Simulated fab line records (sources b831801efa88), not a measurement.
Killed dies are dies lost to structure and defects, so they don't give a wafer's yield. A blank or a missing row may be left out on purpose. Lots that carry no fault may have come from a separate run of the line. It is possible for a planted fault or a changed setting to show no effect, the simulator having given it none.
Problem report in the 8D (eight disciplines) form, filled by code || flow gf180mcu || the parts of the form that need people (team, actions taken, sign-off) are left out

1. THE ISSUE
GF_V4_CVD_02, rfFwdPowerW: mean 694.3 W over 1 wafer from 1 lot; wafers with no fault: 597.1 W, standard deviation 1.8. That puts it +54 standard deviations away from the usual mean.
The step: deposits SiO2 from TEOS, target thk 850 nm, time 94.851 s.
First seen on wafer L750.2, day 28 14:40, on pecvd-02. Wafers with a number at this step in the record: 39, from 13 lots. Rule for "out" (also "out of limits"): further than 4 standard deviations from the usual mean. The other wafers with a number count as sound.

2. WHAT THIS IS AND IS NOT
{"question": "which readings at this step", "is": "rfFwdPowerW", "is not": "heaterPowerW"}
{"question": "which lots", "is": "L750", "is not": "L735, L736, L737, L739, L740, L741, L742, L743, L744, L751, L756, L758"}
{"question": "which wafers of those lots", "is": "L750.2", "is not": "L750.4, L750.6"}
{"question": "read on which tools", "is": "pecvd-02", "is not": "pecvd-01, pecvd-04"}
{"question": "when", "is": "from day 28 14:40", "is not": "up to then (29 sound wafers); but 9 sound wafers of L751, L756, L758 came after"}

3. THE SUSPECTS, EACH WITH WHAT RULES IT OUT
Counting: if a tool at a process step up to the reading ran every lot that is out, it stays a suspect. Sound lots after the first of them don't rule it out here, since some wafers of a struck lot are sound.
- pecvd-03 at GF_V3_CVD_02 (deposits SiO2 from TEOS, target thk 850 nm, time 94.851 s): kept. L750, the lot that is out, went through it at day 26 19:53; up to then, the latest sound lot through it was L743 at day 24 10:38.
- cmp-01 at GF_V3_CMP_04 (polishes SiO2): kept. L750, the lot that is out, went through it at day 26 20:01; up to then, the latest sound lot through it was L744 at day 24 16:01.
- pvdSputter-01 at GF_M4_SPUTTER_03 (material Ti, target thk 10 nm, time 6.7 s): kept. L750, the lot that is out, went through it at day 27 18:26; up to then, the latest sound lot through it was L743 at day 25 10:29.
- pecvd-02 at GF_V4_CVD_02 (deposits SiO2 from TEOS, target thk 850 nm, time 94.851 s): kept. L750, the lot that is out, went through it at day 28 14:40; up to then, the latest sound lot through it was L744 at day 26 13:26. Its own readings are out on those wafers: rfFwdPowerW.
- At GF_V3_CMP_04, inside cmp-01: chamber 0 took the wafers that are out, while their sound lot-mates went through chambers 1, 2.
- At GF_V4_CVD_02, inside pecvd-02: chamber 1 took the wafers that are out, while their sound lot-mates went through chambers 0, 2.
Left after counting: pecvd-03 at GF_V3_CVD_02, cmp-01 at GF_V3_CMP_04, pvdSputter-01 at GF_M4_SPUTTER_03, pecvd-02 at GF_V4_CVD_02.

4. THE CAUSE (what the simulator had put in)
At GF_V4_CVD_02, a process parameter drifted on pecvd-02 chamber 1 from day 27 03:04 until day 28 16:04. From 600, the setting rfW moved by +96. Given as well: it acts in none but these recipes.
After counting, 4 suspects remain, this tool included.

5. THE EFFECT CHAIN, in route order
One row per reading whose mean, taken over the struck wafers that have a number, lies over 3 standard deviations from the usual. Readings are gone through only where the record gives a usual standard deviation; hours: the median, over the lots, of the time from a lot's start at the first step in this table giving one to that lot's start at this step; sigmas: the change measured in usual standard deviations.
{"hours": 0, "step": "GF_V4_CVD_02", "reading": "rfFwdPowerW", "usual": "597.1 W", "on struck wafers": 694.3, "change": "+97.2", "sigmas": "+54"}
Here are the process steps it includes:
- GF_V4_CVD_02: deposits SiO2 from TEOS, target thk 850 nm, time 94.851 s.

6. HOW IT WOULD HAVE BEEN CAUGHT EARLIER
First out-of-limits reading in this record: day 28 14:40, which is 36 hours after fault onset at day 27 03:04.
